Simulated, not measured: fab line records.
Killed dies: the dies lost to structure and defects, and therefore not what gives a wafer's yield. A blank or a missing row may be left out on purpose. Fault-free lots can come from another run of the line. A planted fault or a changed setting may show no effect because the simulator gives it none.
Commonality check across tools :: flow gf180mcu :: Sample size 13 lots and 39 wafers

WHY IT WAS OPENED
1 of 13 lots carry a flag on the reading HV_LDD_4_TW at GF_HV_LDD_TW_MEAS_50. Wafers without a fault read 569, standard deviation 4.9.
Rule: flag the lot when none of its wafers has a number, or when each of its wafers that has one lies beyond 4 standard deviations from that mean. The rest of the lots are taken to be sound.

lot: L465
measured: day 12 08:02
on: film_metro-02
HV_LDD_4_TW, wafer by wafer: 563 565 565
flag: 

lot: L466
measured: day 12 14:10
on: film_metro-02
HV_LDD_4_TW, wafer by wafer: 565 564 566
flag: 

lot: L468
measured: day 13 07:01
on: film_metro-01
HV_LDD_4_TW, wafer by wafer: 563 565 565
flag: 

lot: L469
measured: day 13 13:10
on: film_metro-04
HV_LDD_4_TW, wafer by wafer: 578 575 575
flag: 

lot: L471
measured: day 14 06:34
on: film_metro-02
HV_LDD_4_TW, wafer by wafer: 564 566 566
flag: 

lot: L474
measured: day 15 09:37
on: film_metro-04
HV_LDD_4_TW, wafer by wafer: 30 30 30
flag: FLAGGED

lot: L477
measured: day 16 11:21
on: film_metro-04
HV_LDD_4_TW, wafer by wafer: 573 574 568
flag: 

lot: L481
measured: day 18 02:24
on: film_metro-01
HV_LDD_4_TW, wafer by wafer: 568 570 570
flag: 

lot: L480
measured: day 18 03:22
on: film_metro-01
HV_LDD_4_TW, wafer by wafer: 570 570 570
flag: 

lot: L482
measured: day 18 04:22
on: film_metro-02
HV_LDD_4_TW, wafer by wafer: 559 562 561
flag: 

lot: L483
measured: day 18 09:07
on: film_metro-01
HV_LDD_4_TW, wafer by wafer: 573 569 566
flag: 

lot: L486
measured: day 19 17:28
on: film_metro-04
HV_LDD_4_TW, wafer by wafer: 574 575 574
flag: 

lot: L487
measured: day 20 06:10
on: film_metro-04
HV_LDD_4_TW, wafer by wafer: 573 574 578
flag: 
Flagged lots average 30: -539 relative to the usual, that is -99 or more standard deviations.

EACH LOT AND THE TOOL IT RAN ON
The record keeps 1 process step preceding the reading, out of 602 steps on the route. Read each cell as the tool, then ch plus the chambers that the sampled wafers visited, then the start.
lot: L465
flag: 
GF_HV_LDD_EXPOSE_43: iline_stepper-01 ch 0, day 11 22:27

lot: L466
flag: 
GF_HV_LDD_EXPOSE_43: iline_stepper-01 ch 0, day 12 04:44

lot: L468
flag: 
GF_HV_LDD_EXPOSE_43: iline_stepper-02 ch 0, day 12 20:36

lot: L469
flag: 
GF_HV_LDD_EXPOSE_43: iline_stepper-02 ch 0, day 13 03:01

lot: L471
flag: 
GF_HV_LDD_EXPOSE_43: iline_stepper-02 ch 0, day 13 19:46

lot: L474
flag: FLAGGED
GF_HV_LDD_EXPOSE_43: iline_stepper-01 ch 0, day 14 22:03

lot: L477
flag: 
GF_HV_LDD_EXPOSE_43: iline_stepper-01 ch 0, day 16 00:02

lot: L481
flag: 
GF_HV_LDD_EXPOSE_43: iline_stepper-01 ch 0, day 17 13:59

lot: L480
flag: 
GF_HV_LDD_EXPOSE_43: iline_stepper-01 ch 0, day 17 14:59

lot: L482
flag: 
GF_HV_LDD_EXPOSE_43: iline_stepper-01 ch 0, day 17 16:16

lot: L483
flag: 
GF_HV_LDD_EXPOSE_43: iline_stepper-01 ch 0, day 17 20:46

lot: L486
flag: 
GF_HV_LDD_EXPOSE_43: iline_stepper-01 ch 0, day 19 05:30

lot: L487
flag: 
GF_HV_LDD_EXPOSE_43: iline_stepper-01 ch 0, day 19 17:19
These steps, and what they do:
- GF_HV_LDD_EXPOSE_43: exposes mask Pplus HV AREA, target cd 400 nm.
- GF_HV_LDD_TW_MEAS_50

FLAGGED AGAINST TOTAL, ONE TOOL AT A TIME (gauges that did the reading follow at the end)
step: GF_HV_LDD_EXPOSE_43
tool: iline_stepper-01
lots run: 10
flagged: 1
share of the flagged lots: all
sound lots run after its first flagged lot: 7 (L477,L481,L480,L482,L483,L486,L487)

step: GF_HV_LDD_EXPOSE_43
tool: iline_stepper-02
lots run: 3
flagged: 0
share of the flagged lots: none
sound lots run after its first flagged lot: -

step: GF_HV_LDD_TW_MEAS_50
tool: film_metro-01
lots run: 4
flagged: 0
share of the flagged lots: none
sound lots run after its first flagged lot: -

step: GF_HV_LDD_TW_MEAS_50
tool: film_metro-02
lots run: 4
flagged: 0
share of the flagged lots: none
sound lots run after its first flagged lot: -

step: GF_HV_LDD_TW_MEAS_50
tool: film_metro-04
lots run: 5
flagged: 1
share of the flagged lots: all
sound lots run after its first flagged lot: 3 (L477,L486,L487)

THE TABLE: WHAT IT ALLOWS
2 rows of the table ran every flagged lot: iline_stepper-01 at GF_HV_LDD_EXPOSE_43, film_metro-04 at GF_HV_LDD_TW_MEAS_50.
- iline_stepper-01 at GF_HV_LDD_EXPOSE_43: 1 of its 10 lots flagged. After the first flagged lot (L477, L481, L480, L482, L483, L486, L487), sound lots still ran on it; a lasting fault on the whole tool would not permit that.
- film_metro-04 at GF_HV_LDD_TW_MEAS_50: 1 of its 5 lots flagged. After the first flagged lot (L477, L486, L487), sound lots still ran on it; a lasting fault on the whole tool would not permit that.
Every row of the table either missed a flagged lot or ran a sound lot after the first.

WHAT THE SIMULATOR PUT IN
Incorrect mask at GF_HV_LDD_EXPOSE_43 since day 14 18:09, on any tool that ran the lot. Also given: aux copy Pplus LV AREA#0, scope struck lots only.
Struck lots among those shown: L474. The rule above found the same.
